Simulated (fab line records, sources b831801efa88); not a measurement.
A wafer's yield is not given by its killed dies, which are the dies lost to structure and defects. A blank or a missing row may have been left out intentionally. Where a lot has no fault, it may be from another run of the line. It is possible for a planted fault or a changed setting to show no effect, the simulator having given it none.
Chamber matching :: flow sky130 :: rie diel-03 running SKY_LI_CONTACT_ETCH_15: 4 sister chambers
The step etches PSG in C4F8/O2/Ar, stops on Si, target depth 600 nm. 8 wafers are shown with their chamber, then 9 later ones without.

== WAFERS WITH THEIR CHAMBER ==
wafer: L079.6
chamber: 2
oes product au (a.u.): 0.839

wafer: L088.3
chamber: 3
oes product au (a.u.): 0.851

wafer: L088.4
chamber: 3
oes product au (a.u.): 0.842

wafer: L088.5
chamber: 1
oes product au (a.u.): 0.837

wafer: L088.6
chamber: 0
oes product au (a.u.): 0.839

wafer: L092.1
chamber: 2
oes product au (a.u.): 0.843

wafer: L092.2
chamber: 0
oes product au (a.u.): 0.837

wafer: L092.3
chamber: 1
oes product au (a.u.): 0.839

== WAFERS WITHOUT THEIR CHAMBER ==
wafer: L092.4
oes product au (a.u.): 0.839

wafer: L092.5
oes product au (a.u.): 0.837

wafer: L092.6
oes product au (a.u.): 0.838

wafer: L093.1
oes product au (a.u.): 0.838

wafer: L093.2
oes product au (a.u.): 0.842

wafer: L093.4
oes product au (a.u.): 0.833

wafer: L094.1
oes product au (a.u.): 0.838

wafer: L094.3
oes product au (a.u.): 0.837

wafer: L094.6
oes product au (a.u.): 0.837

== WHICH CHAMBER EACH WENT THROUGH ==
wafer: L092.4
from the rows above: can't be placed: 0 or 1 or 2 or 3
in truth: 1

wafer: L092.5
from the rows above: can't be placed: 0 or 1 or 2
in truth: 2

wafer: L092.6
from the rows above: can't be placed: 0 or 1 or 2
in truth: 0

wafer: L093.1
from the rows above: can't be placed: 0 or 1 or 2
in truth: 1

wafer: L093.2
from the rows above: can't be placed: 2 or 0 or 1 or 3
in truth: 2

wafer: L093.4
from the rows above: can't be placed: 0 or 1 or 2
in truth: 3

wafer: L094.1
from the rows above: can't be placed: 0 or 1 or 2
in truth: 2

wafer: L094.3
from the rows above: can't be placed: 0 or 1 or 2
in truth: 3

wafer: L094.6
from the rows above: can't be placed: 0 or 1 or 2
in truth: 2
Correct placement for 0 of the 9. Not placeable from these rows: 9 (in 7, the candidates include the true chamber). 0 placed wrongly.
How it was worked out, from the rows above alone: a wafer's distance from a chamber is the root of the sum, over the readings, of the square of ((its reading less the chamber's mean) divided by the reading's scatter). The wafer belongs to the nearest chamber; if the next one is less than 2 further off, it can't be placed. For every chamber, the mean is computed from those of its wafers that are shown. The scatter is the square root of a quotient: the sum, over the shown wafers, of each reading's squared deviation from its chamber's mean, divided by wafers minus chambers.
